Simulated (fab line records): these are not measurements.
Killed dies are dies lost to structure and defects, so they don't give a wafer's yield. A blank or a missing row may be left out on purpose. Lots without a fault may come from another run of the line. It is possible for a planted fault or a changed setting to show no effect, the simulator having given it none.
Matching of chambers -- flow sfq-line -- cmp-02 running SFQ_TRILAYER_I7_CMP_CMP_184: 4 sister chambers
The step polishes SiO2. 18 wafers are shown with their chamber, then 9 later ones without.

WAFERS, EACH WITH ITS CHAMBER
wafer,chamber,motor-current-A (A),time-to-endpoint-s (s)
L185.4,2,9.8,220
L185.2,0,11.2,204
L185.6,3,9.9,216
L186.3,0,11.0,203
L186.4,3,9.9,199
L186.5,3,9.9,201
L188.1,2,9.8,203
L188.5,1,8.9,216
L188.6,0,11.0,206
L190.4,2,9.5,221
L190.5,0,11.4,215
L190.6,3,10.0,210
L193.1,3,9.9,206
L193.2,1,8.8,211
L193.4,2,10.1,220
L197.2,1,9.1,222
L197.3,2,9.5,216
L197.6,2,9.4,216

SIGNATURES, as means of the wafers listed above
reading,chamber 0,chamber 1,chamber 2,chamber 3,scatter within a chamber
motor-current-A,11.150,8.933,9.683,9.920,0.191
time-to-endpoint-s,207.00,216.33,216.00,206.40,6.36
Rule: a wafer's distance from a chamber is the root of the sum, over the readings, of the square of ((its reading less the chamber's mean) divided by the reading's scatter). The wafer belongs to the nearest chamber; if the next one is less than 2 further off, it can't be placed. The scatter: the root of (the sum of the squares of (reading less its chamber's mean) over the shown wafers, divided by (wafers less chambers)).

WAFERS WHOSE CHAMBER IS MISSING
wafer,motor-current-A (A),time-to-endpoint-s (s)
L204.3,10.5,210
L204.2,10.0,212
L204.5,10.5,223
L205.2,9.1,216
L205.4,11.1,216
L205.5,9.0,225
L207.1,8.7,218
L207.4,9.6,228
L207.5,9.3,223

CHAMBER TAKEN BY EACH
wafer,from the rows above,in truth
L204.3,can't be placed: 3 or 0 or 2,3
L204.2,can't be placed: 3 or 2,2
L204.5,can't be placed: 3 or 0 or 2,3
L205.2,1,1
L205.4,0,0
L205.5,1,1
L207.1,1,1
L207.4,can't be placed: 2 or 3 or 1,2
L207.5,can't be placed: 1 or 2 or 3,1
4 of 9 placed correctly. Unplaceable from these rows: 5, with the true chamber sitting among the candidates in 5. 0 placed wrongly.
